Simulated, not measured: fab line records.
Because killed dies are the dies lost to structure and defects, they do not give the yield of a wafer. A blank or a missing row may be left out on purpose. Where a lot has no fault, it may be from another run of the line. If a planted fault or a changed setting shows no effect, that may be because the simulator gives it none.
fab line records	flow sky130
record: lots: 13	wafers: 38	last-day: 50
route steps=708 shown GATE_OXIDE@200 POLY_GATE@231 LDD_N@244 LDD_LDN@301
lots with no fault: from the same line, run without faults
start-h: hours from the record's opening day to when the first of the lot's shown wafers began	wait-h: hours elapsed since this lot's preceding step	" repeats the value in the row above	L1.1+2: several wafers, shown together as one row	- either no value or no given start	* or withheld: withheld	< > ~ a bound
route shown NAME@n: a module of which the file shows steps, and the number in the route of the first	usual: mean/standard deviation of fault-free wafers	same: alike in all rows	chamber/n: place in a boat	sites: readings site by site	_std_site: the standard deviation of these	_edge_site: the outer-site mean with the inner-site mean subtracted	radius-mm: for every site, how far away it sits from the centre of the wafer	mask NAME#n: copy n	behind: tool/chamber where the wafer was last shaped	hold: cause of the lot's hold/its duration in hours/its outcome	device: transistor that didn't switch, given as n, p or np	end of line: at the end of the route, the tests of the same wafers	step lacking rows: just its recipe	killed: the dies lost at the first sort to structure and to defects; this is not the yield of the wafer	map: shows each die of a wafer: x if killed, . if not, _ if none is there
set.NAME: setting as actually run; set.NAME@STEP: the setting as run at that earlier step	model.NAME: the simulator's own value behind a step, which no gauge read
a sample of lots followed through the steps of the route, with each step as a table and each wafer as a row
services: from which hour (start-h, from the record's first day; less than 0 if before it) a tool's chamber was out of use, for how many hours, and why
== steps ==
step: SKY_GATE_OXIDE_STRIP_13
recipe: chemistry: O2/N2	power-w: 1400	pressure-mtorr: 1500	platen-temp-c: withheld	o2-flow-sccm: 3000	n2-flow-sccm: 300	overash-fraction: 0.5
usual: drypump-motor-current-A: 5.7/0.45	oes-product-au: 0.717/0.0047	strip-time-to-endpoint-s: 14.19/0.036
lot.wafer	tool	chamber	start-h	wait-h	drypump-motor-current-A	oes-product-au	rf-hours-counter-h	strip-time-to-endpoint-s
L921.2	plasma-asher-03	0	307.62	0.0	6.4	0.722	61	14.18
L921.5	"	1	"	"	5.4	0.712	-	14.20
L921.6	"	0	"	"	6.4	0.719	-	14.18
L922.1	plasma-asher-04	0	318.55	0.0	5.6	0.713	20	14.25
L922.3	"	0	"	"	5.6	0.713	-	14.22
L922.4	"	1	"	"	5.8	0.716	-	14.19
L926.1	plasma-asher-03	0	360.17	0.0	6.5	0.713	67	14.14
L926.3	"	1	"	"	5.4	0.714	-	14.13
L933.1	plasma-asher-03	0	416.99	0.0	6.5	0.715	73	14.22
L933.3	"	0	"	"	6.4	0.715	-	14.26
L933.6	"	1	"	"	5.4	0.713	-	14.24
L934.1	plasma-asher-04	1	426.26	0.0	5.8	0.714	30	14.22
L934.2	"	0	"	"	5.7	0.714	30	14.21
L934.4	"	0	"	"	5.7	0.727	-	14.22
L935.1	plasma-asher-03	0	432.85	0.0	6.4	0.706	75	14.17
L935.3	"	0	"	"	6.4	0.723	-	14.16
L935.5	"	0	"	"	6.4	0.716	-	14.17
L937.3	plasma-asher-03	1	456.08	0.0	5.4	0.710	-	14.20
L937.4	"	0	"	"	6.4	0.711	-	14.15
L937.6	"	1	"	"	5.4	0.713	-	14.14
L936.3	plasma-asher-03	1	456.79	0.0	5.4	0.718	-	14.15
L936.5	"	0	"	"	6.4	0.712	-	14.18
L936.6	"	1	"	"	5.4	0.709	-	14.15
L939.1	plasma-asher-02	1	460.60	0.0	5.6	0.716	64	14.22
L939.5	"	0	"	"	4.9	0.712	-	14.22
L939.6	"	1	"	"	5.6	0.720	-	14.21
L940.2	plasma-asher-04	1	468.51	0.0	5.8	0.707	35	14.20
L940.4	"	0	"	"	5.6	0.716	-	14.16
L940.6	"	1	"	"	5.8	0.721	-	14.23
L941.3	plasma-asher-04	0	480.99	0.0	5.7	0.717	-	14.21
L941.5	"	1	"	"	5.8	0.718	-	14.21
L941.6	"	0	"	"	5.6	0.723	-	14.23
L943.1	plasma-asher-03	0	500.96	0.0	6.5	0.714	82	14.16
L943.3	"	0	"	"	6.4	0.718	-	14.11
L943.4	"	1	"	"	5.4	0.725	-	14.12
L944.1	plasma-asher-03	0	501.26	0.0	6.5	0.717	82	14.20
L944.3	"	0	"	"	6.4	0.721	-	14.21
L944.5	"	1	"	"	5.4	0.720	-	14.20
step: SKY_POLY_GATE_ETCH_17
recipe: target-depth-nm: 180	stop-on: SiO2	over-etch-frac: 0.56667	chemistry: HBr/Cl2	target: poly-Si	icp-w: 400	bias-w: 100	pressure-mtorr: 10	HBr_flow_sccm: 150	Cl2_flow_sccm: 50	time-s: 70.5
usual: bias-w: 100.0/0.3	drypump-motor-current-A: 5.6/0.69	mfc-cl2-sccm: 50.00/0.15	oes-product-au: 0.990/0.0068	over-etch-frac: 0.56667/0	rf-fwd-power-W: 397.3/1.4	throttle-valve-pct: 33.684/0.0092
same: time-s: 70.5
lot.wafer	tool	chamber	start-h	wait-h	bias-w	drypump-motor-current-A	mfc-cl2-sccm	oes-product-au	over-etch-frac	rf-fwd-power-W	rf-hours-counter-h	throttle-valve-pct
L921.2	rie-si-01	2	368.24	0.0	99.2	4.9	49.84	0.987	0.56667	398.8	52	33.693
L921.5	"	2	"	"	99.6	4.9	50.02	0.985	0.56667	398.1	-	33.674
L921.6	"	1	"	"	100.3	6.7	50.05	0.995	0.56667	399.7	-	33.689
L922.1	rie-si-02	2	379.94	0.0	99.3	5.1	49.78	0.978	0.56667	395.9	13	33.679
L922.3	"	0	"	"	100.0	4.7	49.97	0.981	0.56667	397.5	75	33.682
L922.4	"	3	"	"	100.0	6.4	50.11	0.980	0.56667	398.6	37	33.695
L926.1	rie-si-02	2	427.14	0.0	99.6	5.1	50.09	1.003	0.56667	397.5	13	33.686
L926.3	"	1	"	"	99.8	5.7	49.76	0.998	0.089736	396.3	1	33.681
L933.1	rie-si-02	2	483.25	0.0	100.1	5.1	49.99	1.000	0.56667	397.3	14	33.696
L933.3	"	0	"	"	100.1	4.7	50.14	0.979	0.56667	398.3	0	33.682
L933.6	"	0	"	"	100.3	4.7	50.25	0.978	0.56667	397.8	-	33.684
L934.1	rie-si-01	0	493.69	0.0	100.0	5.4	50.10	1.004	0.56667	397.1	48	33.678
L934.2	"	1	"	"	100.6	6.7	50.10	0.999	0.56667	398.4	6	33.689
L934.4	"	3	"	"	99.7	5.3	50.07	0.991	0.56667	396.2	1	33.679
L935.1	rie-si-02	1	500.35	0.0	100.6	5.7	49.95	0.991	0.56667	395.6	1	33.683
L935.3	"	0	"	"	99.8	4.7	49.90	0.987	0.56667	399.4	0	33.669
L935.5	"	1	"	"	100.0	5.7	49.94	0.985	0.56667	394.6	-	33.679
L937.3	rie-si-01	3	521.79	0.0	100.1	5.3	49.88	0.978	0.56667	398.7	1	33.674
L937.4	"	0	"	"	100.1	5.4	50.12	0.985	0.56667	395.5	-	33.687
L937.6	"	3	"	"	99.7	5.3	50.02	0.988	0.56667	397.6	-	33.685
L936.3	rie-si-02	2	524.34	0.0	100.0	5.1	50.26	0.995	0.56667	398.4	14	33.688
L936.5	"	2	"	"	100.1	5.1	50.12	0.990	0.56667	398.4	-	33.692
L936.6	"	3	"	"	100.2	6.4	49.93	0.975	0.56667	401.1	-	33.685
L939.1	rie-si-02	1	528.19	0.0	99.8	5.7	50.08	0.992	0.56667	396.0	1	33.686
L939.5	"	1	"	"	100.0	5.7	50.25	0.982	0.56667	394.7	-	33.700
L939.6	"	2	"	"	100.0	5.1	49.87	0.993	0.56667	397.5	-	33.680
L940.2	rie-si-01	3	536.74	0.0	99.8	5.3	50.00	0.992	0.56667	397.5	1	33.674
L940.4	"	2	"	"	99.8	4.9	50.11	0.990	0.56667	395.1	-	33.682
L940.6	"	3	"	"	99.9	5.3	49.78	0.987	0.56667	399.6	-	33.690
L941.3	rie-si-02	3	546.89	0.0	99.6	6.4	50.02	0.985	0.56667	400.3	38	33.669
L941.5	"	0	"	"	100.3	4.7	49.95	0.993	0.56667	396.9	-	33.694
L941.6	"	3	"	"	99.9	6.5	49.85	0.991	0.56667	398.3	-	33.686
L943.1	rie-si-02	3	567.59	0.0	100.1	6.4	50.05	0.995	0.56667	394.8	38	33.681
L943.3	"	0	"	"	100.2	4.7	50.00	0.995	0.56667	397.4	1	33.703
L943.4	"	2	"	"	99.9	5.1	49.80	1.007	0.56667	397.9	14	33.671
L944.1	rie-si-01	1	569.84	0.0	99.5	6.7	50.05	0.992	0.56667	398.8	6	33.705
L944.3	"	2	"	"	99.7	4.9	49.99	0.996	0.56667	396.9	0	33.688
L944.5	"	1	"	"	99.7	6.7	50.00	0.995	0.56667	398.9	-	33.690
step: SKY_POLY_GATE_STRIP_18
recipe: chemistry: O2/N2	power-w: 1400	pressure-mtorr: 1500	platen-temp-c: withheld	o2-flow-sccm: 3000	n2-flow-sccm: 300	overash-fraction: 0.5
usual: drypump-motor-current-A: 5.5/0.45	oes-product-au: 0.361/0.0045	strip-time-to-endpoint-s: 3.18/0.034
lot.wafer	tool	chamber	start-h	wait-h	drypump-motor-current-A	oes-product-au	rf-hours-counter-h	strip-time-to-endpoint-s
L921.2	plasma-asher-02	0	368.30	0.0	4.9	0.360	56	3.16
L921.5	"	1	"	"	5.6	0.364	-	3.15
L921.6	"	0	"	"	4.9	0.357	-	3.14
L922.1	plasma-asher-02	0	380.00	0.0	4.9	0.364	57	3.15
L922.3	"	0	"	"	4.9	0.358	-	3.16
L922.4	"	1	"	"	5.6	0.353	-	3.22
L926.1	plasma-asher-02	1	427.19	0.0	5.6	0.360	62	3.22
L926.3	"	1	"	"	5.6	0.378	-	3.50
L933.1	plasma-asher-01	0	483.30	0.0	5.2	0.361	6	3.20
L933.3	"	0	"	"	5.2	0.369	-	3.18
L933.6	"	1	"	"	5.4	0.365	-	3.16
L934.1	plasma-asher-03	1	493.74	0.0	5.4	0.361	81	3.13
L934.2	"	0	"	"	6.4	0.360	81	3.19
L934.4	"	1	"	"	5.4	0.362	-	3.15
L935.1	plasma-asher-02	1	500.40	0.0	5.6	0.358	68	3.20
L935.3	"	1	"	"	5.6	0.358	-	3.19
L935.5	"	1	"	"	5.6	0.357	-	3.23
L937.3	plasma-asher-01	0	521.88	0.1	5.2	0.363	-	3.17
L937.4	"	1	"	"	5.4	0.370	-	3.24
L937.6	"	1	"	"	5.4	0.355	-	3.17
L936.3	plasma-asher-02	1	524.43	0.1	5.6	0.352	-	3.19
L936.5	"	1	"	"	5.6	0.367	-	3.19
L936.6	"	0	"	"	4.9	0.367	-	3.17
L939.1	plasma-asher-02	1	528.24	0.0	5.6	0.367	71	3.18
L939.5	"	1	"	"	5.6	0.359	-	3.14
L939.6	"	0	"	"	4.9	0.349	-	3.17
L940.2	plasma-asher-01	0	536.79	0.0	5.2	0.364	11	3.19
L940.4	"	0	"	"	5.2	0.358	-	3.20
L940.6	"	1	"	"	5.5	0.362	-	3.25
L941.3	plasma-asher-02	0	546.98	0.1	4.9	0.362	-	3.17
L941.5	"	0	"	"	4.9	0.355	-	3.13
L941.6	"	1	"	"	5.6	0.367	-	3.20
L943.1	plasma-asher-01	0	567.64	0.0	5.2	0.348	14	3.17
L943.3	"	0	"	"	5.2	0.361	-	3.19
L943.4	"	1	"	"	5.5	0.368	-	3.14
L944.1	plasma-asher-03	1	569.90	0.0	5.4	0.362	89	3.18
L944.3	"	1	"	"	5.4	0.352	-	3.22
L944.5	"	0	"	"	6.4	0.363	-	3.18
step: SKY_LDD_N_OVL_MEAS_07
usual: LDD_N_OVL: -0.3/1.4
lot.wafer	tool	chamber	start-h	wait-h	LDD_N_OVL[nm]
L921.2	overlay-02	-	397.81	0.1	-1.1
L921.5	"	-	"	"	-3.0
L921.6	"	-	"	"	-1.9
L922.1	overlay-02	-	411.35	0.1	0.4
L922.3	"	-	"	"	-0.3
L922.4	"	-	"	"	0.2
L926.1	overlay-02	-	461.80	0.1	-2.3
L926.3	"	-	"	"	-2.8
L933.1	overlay-01	-	515.26	0.1	0.6
L933.3	"	-	"	"	-0.2
L933.6	"	-	"	"	-0.5
L934.1	overlay-01	-	525.40	0.1	-0.1
L934.2	"	-	"	"	-0.7
L934.4	"	-	"	"	-0.7
L935.1	overlay-02	-	531.87	0.1	-0.1
L935.3	"	-	"	"	-2.1
L935.5	"	-	"	"	-0.6
L937.3	overlay-01	-	552.57	0.1	0.9
L937.4	"	-	"	"	2.6
L937.6	"	-	"	"	2.9
L936.3	overlay-01	-	555.48	0.1	1.3
L936.5	"	-	"	"	0.5
L936.6	"	-	"	"	0.8
L939.1	overlay-02	-	559.00	0.1	-2.3
L939.5	"	-	"	"	-2.5
L939.6	"	-	"	"	-0.5
L940.2	overlay-02	-	567.68	0.1	-0.9
L940.4	"	-	"	"	0.8
L940.6	"	-	"	"	-0.2
L941.3	overlay-02	-	577.63	0.1	-1.8
L941.5	"	-	"	"	-0.9
L941.6	"	-	"	"	-1.3
L943.1	overlay-02	-	598.55	0.1	-0.3
L943.3	"	-	"	"	-0.2
L943.4	"	-	"	"	-0.4
L944.1	overlay-02	-	601.21	0.1	-0.5
L944.3	"	-	"	"	-2.0
L944.5	"	-	"	"	-0.1
step: SKY_LDD_LDN_STRIP_12
recipe: chemistry: O2/N2	power-w: 1400	pressure-mtorr: 1500	platen-temp-c: withheld	o2-flow-sccm: 3000	n2-flow-sccm: 300	overash-fraction: 0.5
usual: drypump-motor-current-A: 5.7/0.45	oes-product-au: 0.716/0.004	strip-time-to-endpoint-s: 14.16/0.04
lot.wafer	tool	chamber	start-h	wait-h	drypump-motor-current-A	oes-product-au	rf-hours-counter-h	strip-time-to-endpoint-s
L921.2	plasma-asher-04	0	523.04	0.1	5.6	0.714	40	14.22
L921.5	"	0	"	"	5.6	0.715	-	14.21
L921.6	"	1	"	"	5.8	0.716	-	14.24
L922.1	plasma-asher-03	1	536.56	0.1	5.4	0.721	85	14.20
L922.3	"	0	"	"	6.4	0.715	-	14.24
L922.4	"	1	"	"	5.4	0.711	-	14.20
L926.1	plasma-asher-01	1	583.84	0.1	5.4	0.721	16	14.22
L926.3	"	1	"	"	5.4	0.724	-	14.20
L933.1	plasma-asher-04	1	636.09	0.1	5.8	0.721	50	14.17
L933.3	"	1	"	"	5.8	0.714	-	14.22
L933.6	"	0	"	"	5.6	0.716	-	14.20
L934.1	plasma-asher-03	1	645.44	0.1	5.4	0.714	96	14.15
L934.2	"	0	"	"	6.4	0.720	96	14.15
L934.4	"	0	"	"	6.5	0.721	-	14.20
L935.1	plasma-asher-04	0	650.89	0.1	5.6	0.710	52	14.17
L935.3	"	0	"	"	5.6	0.723	-	14.10
L935.5	"	0	"	"	5.6	0.717	-	14.14
L937.3	plasma-asher-03	1	670.83	0.1	5.4	0.718	-	14.17
L937.4	"	0	"	"	6.5	0.718	-	14.17
L937.6	"	0	"	"	6.4	0.715	-	14.18
L936.3	plasma-asher-04	1	673.37	0.1	5.8	0.718	-	14.14
L936.5	"	0	"	"	5.7	0.714	-	14.16
L936.6	"	1	"	"	5.8	0.718	-	14.17
L939.1	plasma-asher-01	0	677.61	0.1	5.2	0.717	25	14.14
L939.5	"	1	"	"	5.4	0.713	-	14.10
L939.6	"	0	"	"	5.2	0.716	-	14.10
L940.2	plasma-asher-03	0	684.36	0.1	6.4	0.715	100	14.18
L940.4	"	0	"	"	6.4	0.714	-	14.20
L940.6	"	1	"	"	5.4	0.715	-	14.18
L941.3	plasma-asher-03	1	693.23	0.1	5.4	0.721	-	14.20
L941.5	"	1	"	"	5.4	0.716	-	14.18
L941.6	"	0	"	"	6.4	0.714	-	14.19
L943.1	plasma-asher-01	0	713.06	0.1	5.2	0.718	29	14.16
L943.3	"	1	"	"	5.5	0.719	-	14.15
L943.4	"	0	"	"	5.2	0.718	-	14.12
L944.1	plasma-asher-01	1	715.69	0.1	5.5	0.708	29	14.13
L944.3	"	0	"	"	5.2	0.714	-	14.11
L944.5	"	1	"	"	5.4	0.719	-	14.08
== services ==
tool	chamber	start-h	hours	kind
plasma-asher-02	-	318.52	7.1	repair
rie-si-02	-	330.65	16.4	repair
plasma-asher-04	-	337.48	2.8	pm
plasma-asher-01	-	362.56	11.4	repair
plasma-asher-01	-	368.78	1.1	repair
rie-si-02	2	393.68	10.0	repair
plasma-asher-01	-	421.25	9.0	pm
plasma-asher-02	-	428.36	10.3	repair
rie-si-02	-	468.57	2.8	pm
rie-si-02	-	485.24	4.3	pm
plasma-asher-03	-	551.00	0.6	repair
plasma-asher-03	-	551.45	0.4	repair
plasma-asher-04	-	551.89	15.6	pm
plasma-asher-03	-	572.03	2.1	repair
rie-si-02	2	572.46	71.0	repair
plasma-asher-02	-	584.81	2.1	repair
plasma-asher-04	-	591.40	2.3	repair
rie-si-02	3	592.02	4.1	repair
rie-si-02	1	599.71	27.8	repair
plasma-asher-02	-	604.34	2.8	pm
plasma-asher-02	-	641.60	1.3	repair
rie-si-02	-	678.63	0.4	repair
rie-si-02	1	686.18	8.2	repair
plasma-asher-04	-	703.16	6.9	pm
== key ==
first-sign: step: SKY_POLY_GATE_ETCH_17	reading: over-etch-frac	direction: down	sigmas: 99+	usual: 0.56667	struck: 0.089736
effect: step: SKY_POLY_GATE_STRIP_18	reading: strip-time-to-endpoint-s	direction: up	sigmas: 9.4	usual: *	struck: *
met-at SKY_POLY_GATE_ETCH_17
struck-lots L926
struck-wafers L926.3
later-rows-left-out L926.3
sort-left-out L926.3
tester-left-out L926
not-acting-at SKY_GATE_OXIDE_STRIP_13,SKY_LDD_N_OVL_MEAS_07,SKY_LDD_LDN_STRIP_12
onset-between 379.94 427.14
fault: kind: process-parameter-drift	tool: rie-si-02	chamber: -	onset-h: 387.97	steps: SKY_POLY_GATE_ETCH_17	channel: over-etch-frac	offset: -0.47693	shape: step	end-h: 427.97	scope: struck-wafers-only	stated: 0.56667
tester-left-out: of these lots the tester's yield and bins aren't shown, on N5 and GAA mostly nor the transistor test; their killed dies are dies lost to structure and defects alone, not to doping, threshold or leakage, so they don't give the yield
sort-left-out: the simulated sort isn't trusted on such a fault, so these wafers' sort isn't shown, and their yield isn't known
later-rows-left-out: the simulator's readings of these wafers behind a module that went badly wrong aren't trusted and aren't shown, but for the sort
